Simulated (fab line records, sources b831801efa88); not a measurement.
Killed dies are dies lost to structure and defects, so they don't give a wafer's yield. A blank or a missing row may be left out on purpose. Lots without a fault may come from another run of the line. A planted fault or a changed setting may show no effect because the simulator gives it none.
Problem report in the 8D (eight disciplines) form, filled by code | flow sky130 | the parts of the form that need people (team, actions taken, sign-off) are left out

1. THE PROBLEM
killed_at_front_end at SKY_PAD_OPEN_PROBE_99 reads a mean of 46 on 2 wafers of 2 lots; wafers without a fault read 15 with a standard deviation of 4.3. That is +7.1 standard deviations from the usual mean.
First seen on wafer L324.4, day 50 08:18, on prober-01. The record holds 9 wafers of 3 lots with a number at this step. Rule for "out", or "out of limits": more than 4 standard deviations from the usual mean. The other wafers with a number count as sound.

2. WHAT IT IS AND WHAT IT IS NOT
question                    | is                   | is not
which readings at this step | killed_at_front_end  | killed_at_M0_to_M3, killed_at_M4_up, killed_at_contacts, killed_at_other, killed_open, killed_short
which lots                  | L324, L326           | L318
which wafers of those lots  | L324.4, L326.1       | L324.2, L324.6, L326.2, L326.6
read on which tools         | prober-01, prober-02 | -
when                        | from day 50 08:18    | up to then (4 sound wafers); but 3 sound wafers of L324, L326 came after

3. SUSPECTS, AND WHAT RULES EACH OUT
Counting: a tool at a process step up to the reading stays a suspect if it ran every lot that is out. Sound lots after the first of them don't rule it out here, since some wafers of a struck lot are sound.
- plasma_asher-03 at SKY_NWELL_STRIP_14 (strips in O2/N2): kept. It ran every lot that is out, first L324 (day 8 18:30).
- plasma_asher-01 at SKY_PASSIVATION_STRIP_12 (strips in O2/N2): kept. It ran every lot that is out, first L324 (day 49 11:55).
- Within plasma_asher-03 at SKY_NWELL_STRIP_14: the wafers that are out ran in chamber 0; their sound lot-mates ran in chamber 1.
Left after counting: plasma_asher-03 at SKY_NWELL_STRIP_14, plasma_asher-01 at SKY_PASSIVATION_STRIP_12.

4. THE CAUSE (what the simulator had put in)
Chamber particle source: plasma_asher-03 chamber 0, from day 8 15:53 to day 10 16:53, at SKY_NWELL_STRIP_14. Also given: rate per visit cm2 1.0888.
Counting left 2 suspects, and this tool is among them.

5. THE CHAIN OF EFFECTS, in route order
Each row: a reading whose mean over the struck wafers that have a number lies more than 3 standard deviations from the usual. Only readings for which the record gives a usual standard deviation are gone through. hours: the time from each lot's start at the first step in this table that gives one to its start at this step, as a median over the lots. sigmas: the change in usual standard deviations.
hours | step                  | reading             | usual | on struck wafers | change | sigmas
0     | SKY_PAD_OPEN_PROBE_99 | killed_at_front_end | 15    | 46               | +30    | +7.1
0     | SKY_PAD_OPEN_PROBE_99 | killed_on_rim       | 17    | 29               | +12    | +3.2
The process steps in it:
- SKY_PAD_OPEN_PROBE_99

6. WHAT WOULD HAVE CAUGHT IT SOONER
In this record the first reading out of limits was taken at day 50 08:18, 1000 hours after the fault began at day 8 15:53.
Of the tool readings at SKY_NWELL_STRIP_14 for which the record gives a usual standard deviation, none was out on any struck wafer, so an alarm limit of 4 standard deviations on them would not have fired.
All the lots that are out (2) had begun SKY_NWELL_STRIP_14 on plasma_asher-03 by day 50 08:18. A hold on the tool at that time would have spared none of them.
